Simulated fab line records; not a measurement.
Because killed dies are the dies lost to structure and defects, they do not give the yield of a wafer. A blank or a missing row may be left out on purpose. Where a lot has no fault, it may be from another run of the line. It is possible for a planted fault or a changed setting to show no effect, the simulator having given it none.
Which tool is to blame?    flow gf180mcu    13 lots, 39 wafers sampled, at 4 steps of a route of 602

== WHAT THE GAUGES READ, wafer by wafer ==
GF_SALICIDE_THK_MEAS_05: measures by xrf. Usual: for SALICIDE_TIN_THK the level is 20.8 nm and the standard deviation is 0.36.
lot   measured      on             SALICIDE_TIN_THK (nm)  flag
L917  day 15 11:19  film_metro-03  20.2 20.1 19.8         
L919  day 16 07:32  film_metro-03  20.4 20.4 20.4         
L925  day 18 10:01  film_metro-02  20.8 20.4 20.8         
L926  day 19 01:34  film_metro-03  22.7 22.3 22.1         OFF
L927  day 19 10:15  film_metro-04  23.0 22.8 22.9         OFF
L930  day 20 19:26  film_metro-02  21.3 21.2 21.3         
L932  day 21 12:28  film_metro-03  20.5 20.8 20.5         
L934  day 22 01:54  film_metro-02  20.8 20.4 21.0         
L933  day 22 04:34  film_metro-04  21.1 21.2 21.2         
L936  day 22 10:25  film_metro-03  21.0 21.4 20.8         
L935  day 22 13:30  film_metro-04  21.0 20.9 21.0         
L937  day 22 16:20  film_metro-02  20.8 21.1 20.6         
L939  day 23 11:21  film_metro-04  20.6 21.4 21.4         

GF_CONTACT_OVL_MEAS_15. Usual: for CONTACT_OVL the level is -1 nm and the standard deviation is 5.
lot   measured      on          CONTACT_OVL (nm)  flag
L917  day 16 10:19  overlay-01  1 0 -4            
L919  day 17 07:19  overlay-01  -3 1 3            
L925  day 19 11:14  overlay-02  -4 -5 2           
L926  day 20 02:52  overlay-01  4 10 3            
L927  day 20 11:25  overlay-01  -11 -6 -7         
L930  day 21 20:09  overlay-02  0 -9 -3           
L932  day 22 12:37  overlay-02  -2 -4 -6          
L934  day 23 02:19  overlay-01  -3 -6 -2          
L933  day 23 03:55  overlay-01  1 -1 3            
L936  day 23 09:58  overlay-02  0 -9 -10          
L935  day 23 13:59  overlay-01  -6 -3 -1          
L937  day 23 15:40  overlay-01  0 -2 3            
L939  day 24 11:07  overlay-01  8 8 -1            

== WHAT TOOL EACH LOT RAN ON (gives the tool, then ch and the chambers of the sampled wafers, and finally the start) ==
lot   GF_SAB_STRIP_13                       GF_SALICIDE_SPUTTER_03
L917  plasma_asher-03 ch 0,1, day 15 10:57  pvd_sputter-02, day 15 11:10
L919  plasma_asher-02 ch 0,1, day 16 07:10  pvd_sputter-03, day 16 07:22
L925  plasma_asher-01 ch 0,1, day 18 09:40  pvd_sputter-03, day 18 09:51
L926  plasma_asher-03 ch 0,1, day 19 01:10  pvd_sputter-03, day 19 01:25
L927  plasma_asher-02 ch 0,1, day 19 09:53  pvd_sputter-03, day 19 10:06
L930  plasma_asher-01 ch 0,1, day 20 19:04  pvd_sputter-01, day 20 19:17
L932  plasma_asher-01 ch 0,1, day 21 12:07  pvd_sputter-01, day 21 12:20
L934  plasma_asher-01 ch 0, day 22 01:32    pvd_sputter-02, day 22 01:45
L933  plasma_asher-01 ch 0,1, day 22 04:12  pvd_sputter-01, day 22 04:25
L936  plasma_asher-03 ch 0,1, day 22 10:03  pvd_sputter-02, day 22 10:16
L935  plasma_asher-02 ch 0,1, day 22 13:09  pvd_sputter-01, day 22 13:20
L937  plasma_asher-01 ch 0,1, day 22 15:58  pvd_sputter-02, day 22 16:11
L939  plasma_asher-02 ch 0,1, day 23 10:59  pvd_sputter-02, day 23 11:12
- GF_SAB_STRIP_13: strips in O2/N2.
- GF_SALICIDE_SPUTTER_03: material TiN, target thk 20 nm, time 17.46 s.

== WHAT THE TOOLS THEMSELVES READ (means of the sampled wafers that have a number; where no wafer has one, the mark that the record gives instead) ==
GF_SAB_STRIP_13. Usual: drypump_motor_current_A 5.5 A, standard deviation 0.3; heater_power_w 337 W, standard deviation 51; oes_product_au 0.710 a.u., standard deviation 0.0041; strip_time_to_endpoint_s 12.60 s, standard deviation 0.034.
lot   tool             drypump_motor_current_A (A)  heater_power_w (W)  oes_product_au (a.u.)  strip_time_to_endpoint_s (s)  flag
L917  plasma_asher-03  5.8                          355                 0.710                  12.59                         
L919  plasma_asher-02  5.6                          329                 0.709                  12.59                         
L925  plasma_asher-01  5.3                          386                 0.708                  12.56                         
L926  plasma_asher-03  5.7                          357                 0.710                  12.62                         
L927  plasma_asher-02  5.5                          284                 0.704                  12.67                         
L930  plasma_asher-01  5.4                          360                 0.708                  12.63                         
L932  plasma_asher-01  5.4                          354                 0.711                  12.63                         
L934  plasma_asher-01  5.6                          332                 0.706                  12.60                         
L933  plasma_asher-01  5.4                          351                 0.705                  12.58                         
L936  plasma_asher-03  6.0                          355                 0.708                  12.61                         
L935  plasma_asher-02  5.5                          286                 0.708                  12.60                         
L937  plasma_asher-01  5.4                          353                 0.708                  12.64                         
L939  plasma_asher-02  5.6                          281                 0.713                  12.60                         

GF_SALICIDE_SPUTTER_03. Usual: 30.5 % for throttle_valve_pct, sd 0.95.
lot   tool            throttle_valve_pct (%)  flag
L917  pvd_sputter-02  31.0                    
L919  pvd_sputter-03  31.3                    
L925  pvd_sputter-03  30.3                    
L926  pvd_sputter-03  31.5                    
L927  pvd_sputter-03  30.8                    
L930  pvd_sputter-01  30.1                    
L932  pvd_sputter-01  29.9                    
L934  pvd_sputter-02  30.8                    
L933  pvd_sputter-01  29.7                    
L936  pvd_sputter-02  30.8                    
L935  pvd_sputter-01  30.0                    
L937  pvd_sputter-02  30.7                    
L939  pvd_sputter-02  31.0                    

== THE ANSWER, worked out from the rows above alone ==
Rule: lot off if the mean of its wafers having a number is beyond 3 standard deviations from the usual mean. A lot without any number at a reading at which 4 lots or more have one is off too. The other lots that the step has rows for count as sound. The gauges are gone through in route order, then the tools' own readings, and for those a lot's mean is taken as printed above. The first step at which some lot is off is used, and at that step the reading that is off furthest; a lot without a number counts as furthest.
Off: L926, L927, at GF_SALICIDE_THK_MEAS_05 (SALICIDE_TIN_THK).
A tool fits if, at a process step before that reading, it ran every lot that is off, and no sound lot after the first of them. The gauges at GF_SALICIDE_THK_MEAS_05 are tried like those tools. One fits: pvd_sputter-03 at GF_SALICIDE_SPUTTER_03. A fault onset in the window from L925 (day 18 09:51, its last sound lot) to L926 (day 19 01:25, its first lot off) fits.

== WHAT THE SIMULATOR HAD PUT IN ==
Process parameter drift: pvd_sputter-03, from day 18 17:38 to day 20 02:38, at GF_SALICIDE_SPUTTER_03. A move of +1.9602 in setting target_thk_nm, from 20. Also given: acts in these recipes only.
Shown lots that were struck: L926, L927. The rule above reached the same finding.
